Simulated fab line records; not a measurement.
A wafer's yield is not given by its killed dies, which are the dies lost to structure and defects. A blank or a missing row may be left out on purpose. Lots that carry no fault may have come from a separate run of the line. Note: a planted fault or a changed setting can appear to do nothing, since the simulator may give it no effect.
The tool behind it: which one? :: flow gf180mcu :: 13 lots, 39 wafers sampled, at 4 steps of a route of 602

== WHAT THE GAUGES SHOWED, per wafer ==
GF_PSD_OVL_MEAS_08.
lot: L221
measured: day 14 05:23
on: overlay-01
PSD_OVL (nm): -1.4 0.8 -0.3

lot: L222
measured: day 14 09:56
on: overlay-01
PSD_OVL (nm): 0.6 -1.7 1.4

lot: L223
measured: day 14 19:57
on: overlay-01
PSD_OVL (nm): -0.2 2.4 0.2

lot: L224
measured: day 15 00:59
on: overlay-01
PSD_OVL (nm): 1.7 2.7 0.0

lot: L226
measured: day 15 23:26
on: overlay-02
PSD_OVL (nm): -1.2 -0.4 -2.1

lot: L231
measured: day 17 23:06
on: overlay-01
PSD_OVL (nm): 0.9 1.2 -0.1

lot: L235
measured: day 19 05:55
on: overlay-02
PSD_OVL (nm): -2.5 -0.9 -2.9

lot: L236
measured: day 19 13:05
on: overlay-02
PSD_OVL (nm): -1.9 -0.8 -2.5

lot: L237
measured: day 19 20:23
on: overlay-02
PSD_OVL (nm): 0.2 -1.3 -1.2

lot: L239
measured: day 20 14:33
on: overlay-02
PSD_OVL (nm): 0.2 2.3 -0.3

lot: L240
measured: day 20 23:36
on: overlay-02
PSD_OVL (nm): -0.6 -1.9 -3.1

lot: L241
measured: day 21 09:15
on: overlay-01
PSD_OVL (nm): 0.8 1.2 0.0

lot: L243
measured: day 21 18:47
on: overlay-01
PSD_OVL (nm): -1.1 -1.9 1.2

GF_SALICIDE_RS_MEAS_04: uses a four-point probe to measure.
lot: L221
measured: day 15 03:02
on: film_metro-03
SALICIDE_TIN_RS (ohm/sq): 16.15 15.98 16.54

lot: L222
measured: day 15 08:04
on: film_metro-03
SALICIDE_TIN_RS (ohm/sq): 16.14 16.42 16.22

lot: L223
measured: day 15 18:29
on: film_metro-03
SALICIDE_TIN_RS (ohm/sq): 16.17 16.50 16.10

lot: L224
measured: day 15 23:11
on: film_metro-02
SALICIDE_TIN_RS (ohm/sq): 16.15 16.44 16.65

lot: L226
measured: day 16 23:55
on: film_metro-03
SALICIDE_TIN_RS (ohm/sq): 16.53 16.50 16.52

lot: L231
measured: day 19 00:29
on: film_metro-02
SALICIDE_TIN_RS (ohm/sq): 18.68 16.73 18.78

lot: L235
measured: day 20 07:29
on: film_metro-02
SALICIDE_TIN_RS (ohm/sq): 16.74 16.79 16.87

lot: L236
measured: day 20 14:41
on: film_metro-02
SALICIDE_TIN_RS (ohm/sq): 16.55 16.55 16.52

lot: L237
measured: day 20 21:52
on: film_metro-04
SALICIDE_TIN_RS (ohm/sq): 16.57 16.70 16.55

lot: L239
measured: day 21 15:29
on: film_metro-03
SALICIDE_TIN_RS (ohm/sq): 16.41 16.38 16.11

lot: L240
measured: day 22 00:22
on: film_metro-02
SALICIDE_TIN_RS (ohm/sq): 16.13 16.18 16.13

lot: L241
measured: day 22 10:38
on: film_metro-02
SALICIDE_TIN_RS (ohm/sq): 15.87 16.05 15.88

lot: L243
measured: day 22 18:36
on: film_metro-04
SALICIDE_TIN_RS (ohm/sq): 16.38 16.14 16.48

== EACH LOT AND THE TOOL THAT RAN IT (in order: tool; ch and the chambers of the sampled wafers; start) ==
lot: L221
GF_SALICIDE_SPUTTER_02: pvd_sputter-02, day 15 02:59
GF_SALICIDE_SPUTTER_03: pvd_sputter-02, day 15 03:01

lot: L222
GF_SALICIDE_SPUTTER_02: pvd_sputter-01, day 15 08:01
GF_SALICIDE_SPUTTER_03: pvd_sputter-01, day 15 08:02

lot: L223
GF_SALICIDE_SPUTTER_02: pvd_sputter-03, day 15 18:25
GF_SALICIDE_SPUTTER_03: pvd_sputter-03, day 15 18:27

lot: L224
GF_SALICIDE_SPUTTER_02: pvd_sputter-02, day 15 23:08
GF_SALICIDE_SPUTTER_03: pvd_sputter-02, day 15 23:10

lot: L226
GF_SALICIDE_SPUTTER_02: pvd_sputter-02, day 16 23:52
GF_SALICIDE_SPUTTER_03: pvd_sputter-02, day 16 23:54

lot: L231
GF_SALICIDE_SPUTTER_02: pvd_sputter-03, day 19 00:25
GF_SALICIDE_SPUTTER_03: pvd_sputter-03, day 19 00:26

lot: L235
GF_SALICIDE_SPUTTER_02: pvd_sputter-02, day 20 07:22
GF_SALICIDE_SPUTTER_03: pvd_sputter-02, day 20 07:24

lot: L236
GF_SALICIDE_SPUTTER_02: pvd_sputter-01, day 20 14:37
GF_SALICIDE_SPUTTER_03: pvd_sputter-01, day 20 14:38

lot: L237
GF_SALICIDE_SPUTTER_02: pvd_sputter-02, day 20 21:49
GF_SALICIDE_SPUTTER_03: pvd_sputter-02, day 20 21:50

lot: L239
GF_SALICIDE_SPUTTER_02: pvd_sputter-01, day 21 15:25
GF_SALICIDE_SPUTTER_03: pvd_sputter-01, day 21 15:26

lot: L240
GF_SALICIDE_SPUTTER_02: pvd_sputter-02, day 22 00:16
GF_SALICIDE_SPUTTER_03: pvd_sputter-02, day 22 00:17

lot: L241
GF_SALICIDE_SPUTTER_02: pvd_sputter-03, day 22 10:34
GF_SALICIDE_SPUTTER_03: pvd_sputter-03, day 22 10:35

lot: L243
GF_SALICIDE_SPUTTER_02: pvd_sputter-02, day 22 18:32
GF_SALICIDE_SPUTTER_03: pvd_sputter-02, day 22 18:34
- GF_SALICIDE_SPUTTER_02: material Co, target thk 10 nm, time 20 s.
- GF_SALICIDE_SPUTTER_03: material TiN, target thk 20 nm, time 16.7 s.

== WHAT THE TOOLS THEMSELVES READ (means of the sampled wafers that have a number; where no wafer has one, the mark that the record gives instead) ==
GF_SALICIDE_SPUTTER_02.
lot: L221
tool: pvd_sputter-02
throttle_valve_pct (%): 29.8

lot: L222
tool: pvd_sputter-01
throttle_valve_pct (%): 29.3

lot: L223
tool: pvd_sputter-03
throttle_valve_pct (%): 29.4

lot: L224
tool: pvd_sputter-02
throttle_valve_pct (%): 29.5

lot: L226
tool: pvd_sputter-02
throttle_valve_pct (%): 29.8

lot: L231
tool: pvd_sputter-03
throttle_valve_pct (%): 30.1

lot: L235
tool: pvd_sputter-02
throttle_valve_pct (%): 29.7

lot: L236
tool: pvd_sputter-01
throttle_valve_pct (%): 30.2

lot: L237
tool: pvd_sputter-02
throttle_valve_pct (%): 29.6

lot: L239
tool: pvd_sputter-01
throttle_valve_pct (%): 29.6

lot: L240
tool: pvd_sputter-02
throttle_valve_pct (%): 30.1

lot: L241
tool: pvd_sputter-03
throttle_valve_pct (%): 29.9

lot: L243
tool: pvd_sputter-02
throttle_valve_pct (%): 30.4

GF_SALICIDE_SPUTTER_03.
lot: L221
tool: pvd_sputter-02
throttle_valve_pct (%): 29.7

lot: L222
tool: pvd_sputter-01
throttle_valve_pct (%): 29.4

lot: L223
tool: pvd_sputter-03
throttle_valve_pct (%): 29.5

lot: L224
tool: pvd_sputter-02
throttle_valve_pct (%): 29.5

lot: L226
tool: pvd_sputter-02
throttle_valve_pct (%): 29.7

lot: L231
tool: pvd_sputter-03
throttle_valve_pct (%): 30.4

lot: L235
tool: pvd_sputter-02
throttle_valve_pct (%): 29.7

lot: L236
tool: pvd_sputter-01
throttle_valve_pct (%): 30.2

lot: L237
tool: pvd_sputter-02
throttle_valve_pct (%): 29.6

lot: L239
tool: pvd_sputter-01
throttle_valve_pct (%): 29.5

lot: L240
tool: pvd_sputter-02
throttle_valve_pct (%): 30.1

lot: L241
tool: pvd_sputter-03
throttle_valve_pct (%): 29.8

lot: L243
tool: pvd_sputter-02
throttle_valve_pct (%): 30.3

== THE ANSWER, worked out from the rows above alone ==
Rule: the lots themselves supply what counts as usual. The widest of any qualifying gaps counts: lots, ordered by their means at a reading, are off when they make up no more than a third of the lots, leave a main group of 4 or more, and stand apart from it by 3 or more times the standard deviation of that group's means. The tables above print the reading to a certain number of digits; a main group whose means all agree to those digits is not used. A lot without any number at a reading at which 4 lots or more have one is off too. Where the step has rows for the other lots, those lots are counted as sound. Order of review: gauges by route order, followed by the tools' own readings, for which a lot's mean as printed above is used. At the first step where some lot is off, the reading lying furthest off is the one used; lots without a number count as furthest.
Off: L231, at GF_SALICIDE_RS_MEAS_04 (SALICIDE_TIN_RS). The main group has a mean of 16.36 ohm/sq with a standard deviation of 0.22.
If a tool, at a process step before that reading, ran all the lots that are off and no sound lot after the first of them, it fits. Gauges at GF_SALICIDE_RS_MEAS_04: tried the same way as those tools. Not one of the candidates tried fits.

== WHAT THE SIMULATOR HAD PUT IN ==
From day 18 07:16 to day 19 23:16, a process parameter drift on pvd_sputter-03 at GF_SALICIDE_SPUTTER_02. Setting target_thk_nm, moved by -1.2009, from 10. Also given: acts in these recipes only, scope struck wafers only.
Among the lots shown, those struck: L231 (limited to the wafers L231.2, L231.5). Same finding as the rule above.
